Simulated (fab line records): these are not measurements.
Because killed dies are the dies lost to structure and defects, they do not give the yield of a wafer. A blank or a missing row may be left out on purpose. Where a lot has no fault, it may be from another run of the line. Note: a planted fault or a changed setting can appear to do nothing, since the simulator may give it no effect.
Which tool did it? | flow sfq_line | 35 wafers from 12 lots sampled at 3 of the route's 325 steps

WHAT THE GAUGES SHOWED, per wafer
SFQ_M0_OVL_MEAS_906.
lot  | measured     | on         | M0_OVL (nm)
L224 | day 8 11:40  | overlay-01 | -3 0 -7
L225 | day 8 15:16  | overlay-01 | -4 -3 -1
L226 | day 8 17:40  | overlay-01 | -10 -12 -3
L230 | day 9 06:55  | overlay-02 | 4 3 5
L231 | day 9 11:47  | overlay-01 | -1 2 -1
L235 | day 10 03:44 | overlay-01 | 8 0
L239 | day 11 09:14 | overlay-01 | 1 -1 -3
L240 | day 11 18:56 | overlay-01 | 1 3 -2
L243 | day 12 21:06 | overlay-02 | -1 2 3
L244 | day 17 06:58 | overlay-02 | 5 2 6
L246 | day 17 10:34 | overlay-02 | -6 4 1
L247 | day 17 14:11 | overlay-01 | 1 1 7

WHAT TOOL EACH LOT RAN ON (gives the tool, then ch and the chambers of the sampled wafers, and finally the start)
lot  | SFQ_TRILAYER_L0_LITHO_COAT_010   | SFQ_TRILAYER_L0_BARC_OPEN_METAL_ETCH_010
L224 | litho_track-01 ch 0, day 1 12:47 | rie_metal-02 ch 0,1, day 4 10:13
L225 | litho_track-03 ch 0, day 1 17:47 | rie_metal-01 ch 0,1, day 4 17:25
L226 | litho_track-01 ch 0, day 1 22:44 | rie_metal-02 ch 0,1, day 4 22:13
L230 | litho_track-03 ch 0, day 2 18:44 | rie_metal-02 ch 0,1, day 5 10:13
L231 | litho_track-03 ch 0, day 2 23:44 | rie_metal-03 ch 0,1, day 5 15:32
L235 | litho_track-03 ch 0, day 3 19:50 | rie_metal-03 ch 1, day 6 15:33
L239 | litho_track-01 ch 0, day 4 15:50 | rie_metal-03 ch 1, day 7 17:54
L240 | litho_track-01 ch 0, day 4 20:47 | rie_metal-01 ch 0,1, day 8 01:11
L243 | litho_track-04 ch 0, day 5 11:44 | rie_metal-02 ch 0,1, day 8 18:44
L244 | litho_track-01 ch 0, day 5 16:47 | rie_metal-03 ch 0,1, day 9 01:56
L246 | litho_track-01 ch 0, day 6 02:50 | rie_metal-03 ch 0,1, day 9 10:20
L247 | litho_track-03 ch 0, day 6 07:53 | rie_metal-01 ch 0,1, day 9 15:09
- SFQ_TRILAYER_L0_LITHO_COAT_010: resist thk 62 nm.
- SFQ_TRILAYER_L0_BARC_OPEN_METAL_ETCH_010: etches BARC in O2, target depth 125 nm, time 41.7 s.

AS READ BY THE TOOLS THEMSELVES (means over the sampled wafers that have a number; for cases with no such wafer, the mark the record gives instead)
SFQ_TRILAYER_L0_BARC_OPEN_METAL_ETCH_010.
lot  | tool         | drypump_motor_current_A (A) | oes_product_au (a.u.)
L224 | rie_metal-02 | 6.2                         | 0.681
L225 | rie_metal-01 | 5.4                         | 0.691
L226 | rie_metal-02 | 6.1                         | 0.683
L230 | rie_metal-02 | 6.4                         | 0.683
L231 | rie_metal-03 | 5.3                         | 0.675
L235 | rie_metal-03 | 5.0                         | 0.671
L239 | rie_metal-03 | 5.0                         | 0.687
L240 | rie_metal-01 | 5.5                         | 0.683
L243 | rie_metal-02 | 6.1                         | 0.686
L244 | rie_metal-03 | 5.6                         | 0.685
L246 | rie_metal-03 | 5.6                         | 0.682
L247 | rie_metal-01 | 5.6                         | 0.684

THE ANSWER, worked out from the rows above alone
Rule: what is usual is taken from the lots themselves. Put in order of their means at a reading, lots are off if they are a third of the lots or fewer, leave a main group of 4 or more, and stand apart from it by a gap of 3 or more times the standard deviation of the main group's means; of several such gaps the widest counts. If all means in a main group match to the digits the tables above print for the reading, that group is not used. Also off: a lot with no number at a reading for which 4 or more lots have one. All remaining lots with rows at the step are treated as sound. After the gauges, taken in route order, come the tools' own readings; for these a lot's mean is taken, as printed above. At the first step where some lot is off, the reading lying furthest off is the one used; lots without a number count as furthest.
No lot is off at any reading shown: from this, nothing can be told.

WHAT WAS PUT IN BY THE SIMULATOR
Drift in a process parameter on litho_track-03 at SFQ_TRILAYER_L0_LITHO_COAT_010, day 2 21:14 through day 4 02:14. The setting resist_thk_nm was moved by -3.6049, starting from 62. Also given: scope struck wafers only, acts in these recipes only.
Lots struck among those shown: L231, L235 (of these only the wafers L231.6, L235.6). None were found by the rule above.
